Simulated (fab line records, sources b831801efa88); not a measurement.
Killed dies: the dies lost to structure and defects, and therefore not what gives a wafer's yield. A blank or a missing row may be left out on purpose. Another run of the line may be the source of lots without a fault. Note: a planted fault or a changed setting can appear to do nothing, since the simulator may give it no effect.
What tool caused it? ; flow gf180mcu ; 13 lots (39 wafers sampled), 1 step of a 602-step route

WHAT THE GAUGES SHOWED, per wafer
GF_V4_CD_MEAS_14 targets a cd of 260 nm.
lot;measured;on;cd-nm (nm)
L126;day 23 19:07;cd-sem-01;261.3 261.1 261.4
L127;day 24 12:47;cd-sem-02;260.1 259.4 259.1
L128;day 24 15:59;cd-sem-01;258.3 259.7 259.3
L129;day 25 07:31;cd-sem-01;260.3 260.3 259.1
L131;day 26 03:45;cd-sem-01;260.2 261.5 262.4
L130;day 26 04:48;cd-sem-01;259.9 261.5 259.2
L132;day 26 16:39;cd-sem-01;259.1 258.9 259.6
L138;day 28 17:15;cd-sem-01;258.3 260.0 259.2
L139;day 29 03:13;cd-sem-01;258.9 258.8 259.7
L141;day 29 12:36;cd-sem-01;259.3 259.7 259.7
L143;day 29 21:22;cd-sem-01;260.3 259.6 259.8
L146;day 30 10:54;cd-sem-02;259.5 259.5 259.7
L148;day 30 20:22;cd-sem-01;258.9 259.2 259.2

WHAT TOOL EACH LOT RAN ON (gives the tool, then ch and the chambers of the sampled wafers, and finally the start)
Record: no process step prior to these readings.

WHAT THE TOOLS THEMSELVES READ (means of the sampled wafers that have a number; where no wafer has one, the mark that the record gives instead)
The record holds no such reading with a usual standard deviation.

THE ANSWER, worked out from the rows above alone
Rule: usual is defined by the lots themselves. Put in order of their means at a reading, lots are off if they are a third of the lots or fewer, leave a main group of 4 or more, and stand apart from it by a gap of 3 or more times the standard deviation of the main group's means; of several such gaps the widest counts. A main group is skipped when, at the precision printed for the reading in the tables above, its means are all equal. Also off: a lot with no number at a reading for which 4 or more lots have one. All remaining lots with rows at the step are treated as sound. Order of review: gauges by route order, followed by the tools' own readings, for which a lot's mean as printed above is used. At the first step where some lot is off, the reading lying furthest off is the one used; lots without a number count as furthest.
Nothing can be told from this: no lot is off at any reading shown.

WHAT THE SIMULATOR HAD PUT IN
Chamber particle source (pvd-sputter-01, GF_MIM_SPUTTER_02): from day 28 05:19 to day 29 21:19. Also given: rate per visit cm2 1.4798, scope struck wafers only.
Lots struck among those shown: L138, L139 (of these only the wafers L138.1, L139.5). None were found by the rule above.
